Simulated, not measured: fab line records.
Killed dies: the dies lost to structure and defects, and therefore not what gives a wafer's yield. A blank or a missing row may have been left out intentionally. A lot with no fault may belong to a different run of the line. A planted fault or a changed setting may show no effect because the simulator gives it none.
A single fault, viewed from 2 desks + flow sky130 + what lay behind the numbers comes last; until then each desk has only its own

## FROM THE METROLOGY DESK
Lot by lot, what the gauges showed, no matter which tool ran the lot: averages of those sampled wafers that carry a number. If a lot's mean is further than 4 standard deviations from the usual mean, the lot is out of limits and carries the mark OUT (the distance appears in the brackets).
Columns: A = CONTACT_BOW at SKY_CONTACT_BOW_MEAS_05, usual 81 um; B = cd nm at SKY_CONTACT_CD_MEAS_14, usual 169.8 nm; C = CONTACT_OVL at SKY_CONTACT_OVL_MEAS_15, usual 3 nm
| lot  | first seen here | A  | B     | C  |
|------|-----------------|----|-------|----|
| L622 | day 31 13:13    | 86 | 170.2 | 3  |
| L624 | day 31 23:10    | 80 | 168.0 | 12 |
| L628 | day 33 17:08    | 80 | 169.5 | 7  |
| L631 | day 34 04:20    | 80 | 167.9 | 1  |
| L639 | day 37 01:35    | 81 | 167.8 | 3  |
| L640 | day 37 06:04    | 86 | 170.9 | 6  |
Finding of this desk: none of the 6 lots has anything out of limits.

## FOR THE TOOL OWNER'S DESK: rie diel-02
The tool's own readings at SKY_CONTACT_ETCH_17 (etches SiO2 in C4F8/O2/Ar, stops on Si3N4, target depth 340 nm): means of the sampled wafers that have a number, for each lot that ran on this tool. If a lot's mean is further than 4 standard deviations from the usual mean, the lot is out of limits and carries the mark OUT (the distance appears in the brackets).
Columns: A = bias w at SKY_CONTACT_ETCH_17, usual 1200 W; B = oes product au at SKY_CONTACT_ETCH_17, usual 0.891 a.u.
| lot  | first seen here | A              | B     |
|------|-----------------|----------------|-------|
| L624 | day 33 01:50    | 1201           | 0.890 |
| L628 | day 34 20:08    | 1337 (+40) OUT | 0.894 |
| L631 | day 35 06:44    | 1341 (+41) OUT | 0.889 |
| L640 | day 38 07:13    | 1197           | 0.897 |
Finding of this desk: L628, L631 out of limits; the first was L628 at day 34 20:08, on bias w at SKY_CONTACT_ETCH_17. Within limits: L624, L640.

## BROUGHT TOGETHER
On L628, L631, at day 34 20:08, an alarm was possible from the tool owner's desk.
From the metrology desk's view, nothing was out of limits.
The metrology desk has L628, L631 on record, within its limits.
All the named lots went through SKY_CONTACT_ETCH_17 on rie diel-02.

## WHAT THE SIMULATOR HAD INSERTED
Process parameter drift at SKY_CONTACT_ETCH_17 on rie diel-02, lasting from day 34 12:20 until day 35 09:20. Setting bias w shifted by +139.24 from 1200. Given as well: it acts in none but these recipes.
Lots struck among those shown: L628, L631.
Hours from the fault's start to each desk's first reading out of limits: the tool owner's desk, 8.
